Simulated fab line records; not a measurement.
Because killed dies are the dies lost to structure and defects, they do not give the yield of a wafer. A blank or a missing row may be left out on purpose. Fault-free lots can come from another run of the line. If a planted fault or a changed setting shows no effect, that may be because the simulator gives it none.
A struck lot beside a sound one :: flow sky130 :: 15 out of 708 route steps
Sound: these wafers, L974.2, L974.3, L974.6. Struck: wafer L991.3; the same lot's L991.4 was not struck, so it is left out; see the end for the cause.
Each step with rows lists, per side, the tool, then ch with its chambers, then its first start. Under that, the readings that differ: sound wafers :: struck wafers :: difference of the means :: sigmas: that difference in standard deviations of wafers without a fault.
alike: same words and numbers on both sides, and readings whose means sit less than 2 such deviations apart. not compared: any withheld reading, any reading some wafer has no value for, any bound like >300 that may hide the same value, and any number with overlapping values for which the record gives no deviation.
Wherever a step has rows on one side only, a row that says differs or no value, or a row with sigmas, the two part there. Numbers that have no deviation but don't overlap get no sigmas and don't part them. Lack of a reading on every wafer of one side parts them only where that side has two or more wafers.

SKY_VIA2_CMP_02: polishes SiO2.
  sound on cmp-01 ch 0,1, day 35 18:48; struck on cmp-01 ch 3, day 40 18:07
  alike: motor-current-A, retaining-ring-pressure-frac
SKY_VIA2_BOW_MEAS_03:
  sound on film-metro-02, day 35 19:07; struck on film-metro-01, day 40 18:28
  alike: VIA2_BOW
then, 8 steps without rows for these wafers: SKY_VIA2_DEHYDRATE_04 (time 60 s); SKY_VIA2_HMDS_05 (prime time 60 s); SKY_VIA2_COAT_06 (resist thk 60 nm); SKY_VIA2_COAT_07 (resist thk 450 nm); SKY_VIA2_SOFTBAKE_08 (time 90 s); SKY_VIA2_EXPOSE_09 (exposes mask VIM2, target cd 200 nm); SKY_VIA2_PEB_10; SKY_VIA2_DEVELOP_11 (develop time 60 s).
SKY_VIA2_CD_MEAS_12: target cd 200 nm.
  sound on cd-sem-02, day 36 21:05; struck on cd-sem-02, day 41 19:07
  alike: cd-nm
SKY_VIA2_OVL_MEAS_13:
  sound on overlay-02, day 36 21:11; struck on overlay-01, day 41 19:12
  alike: VIA2_OVL
SKY_VIA2_ETCH_14: etches BARC in N2/H2, stops on SiO2, time 45.9 s, target depth 60 nm.
  sound on rie-diel-03 ch 1,2,3, day 36 21:13; struck on rie-diel-03 ch 1, day 41 19:13
reading: oes-product-au (a.u.)
sound: 0.847 0.851 0.858
struck: 0.928
difference: +0.076
sigmas: +17

reading: run-length-s (s)
sound: 74.5 74.1 74.4
struck: 70.6
difference: -3.7
sigmas: -8

reading: model.KrF-thick_of_VIA2_COAT_07.thk-nm (nm)
sound: 394.6 392.4 392.3
struck: 395.7
difference: +2.6
sigmas: 
  alike: drypump-motor-current-A, throttle-valve-pct
  not compared: rf-hours-counter-h
SKY_VIA2_ETCH_15: etches SiO2 in C4F8/O2/Ar, stops on TiN, target depth 546 nm, time 84 s.
  sound on rie-diel-03 ch 1,2,3, day 36 21:16; struck on rie-diel-03 ch 1, day 41 19:16
  alike: oes-product-au, run-length-s
  not compared: rf-hours-counter-h, model.KrF-thick_of_VIA2_COAT_07.thk-nm
SKY_VIA2_STRIP_16: strips in O2/N2.
  sound on plasma-asher-01 ch 0,1, day 36 21:20; struck on plasma-asher-02 ch 0, day 41 19:22
  alike: drypump-motor-current-A, oes-product-au, strip-time-to-endpoint-s
  not compared: rf-hours-counter-h

WHERE THEY PART
Only at SKY_VIA2_ETCH_14, within this record. Later steps at which nothing parts them and some readings are alike: SKY_VIA2_ETCH_15, SKY_VIA2_STRIP_16.

WHY: what had been put in by the simulator
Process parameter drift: rie-diel-03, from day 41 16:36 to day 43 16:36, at SKY_VIA2_ETCH_14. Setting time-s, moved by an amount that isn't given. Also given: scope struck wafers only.
